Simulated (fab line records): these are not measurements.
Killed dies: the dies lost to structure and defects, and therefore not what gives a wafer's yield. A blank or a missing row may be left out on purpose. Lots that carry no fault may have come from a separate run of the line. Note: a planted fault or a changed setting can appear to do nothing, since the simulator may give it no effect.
Which tool did it? / flow gf180mcu / 6 lots, 18 wafers sampled, at 2 steps of a route of 602

## WHAT THE GAUGES SHOWED, per wafer
GF_V5_OVL_MEAS_15.
lot=L377; measured=day 27 11:05; on=overlay-02; V5_OVL (nm)=2 8 3
lot=L379; measured=day 28 03:35; on=overlay-01; V5_OVL (nm)=0 -6 -1
lot=L381; measured=day 28 19:59; on=overlay-02; V5_OVL (nm)=9 -2 8
lot=L383; measured=day 29 13:29; on=overlay-02; V5_OVL (nm)=-1 -2 4
lot=L391; measured=day 31 18:08; on=overlay-02; V5_OVL (nm)=3 -2 4
lot=L398; measured=day 33 15:23; on=overlay-01; V5_OVL (nm)=-2 3 -1

## WHICH TOOL RAN EACH LOT (tool, then ch and the chambers of the sampled wafers, then the start)
lot=L377; GF_V3_CVD_00=hdpcvd-02 ch 1,2, day 21 15:29
lot=L379; GF_V3_CVD_00=hdpcvd-01 ch 0,1, day 22 13:35
lot=L381; GF_V3_CVD_00=hdpcvd-02 ch 1,2, day 23 07:01
lot=L383; GF_V3_CVD_00=hdpcvd-02 ch 0,1, day 23 21:46
lot=L391; GF_V3_CVD_00=hdpcvd-01 ch 1,2, day 26 17:10
lot=L398; GF_V3_CVD_00=hdpcvd-02 ch 0,2, day 29 00:04
- GF_V3_CVD_00: deposits SiO2, target thk 600 nm, time 100 s.

## THE ANSWER, worked out from the rows above alone
Rule: usual is defined by the lots themselves. Put in order of their means at a reading, lots are off if they are a third of the lots or fewer, leave a main group of 4 or more, and stand apart from it by a gap of 3 or more times the standard deviation of the main group's means; of several such gaps the widest counts. A main group whose means are all the same, to the digits that the tables above print for the reading, isn't used. A lot without any number at a reading at which 4 lots or more have one is off too. Any other lot the step has rows for is counted as sound.
None of the lots is off at any reading shown; this tells nothing.

## WHAT THE SIMULATOR HAD INSERTED
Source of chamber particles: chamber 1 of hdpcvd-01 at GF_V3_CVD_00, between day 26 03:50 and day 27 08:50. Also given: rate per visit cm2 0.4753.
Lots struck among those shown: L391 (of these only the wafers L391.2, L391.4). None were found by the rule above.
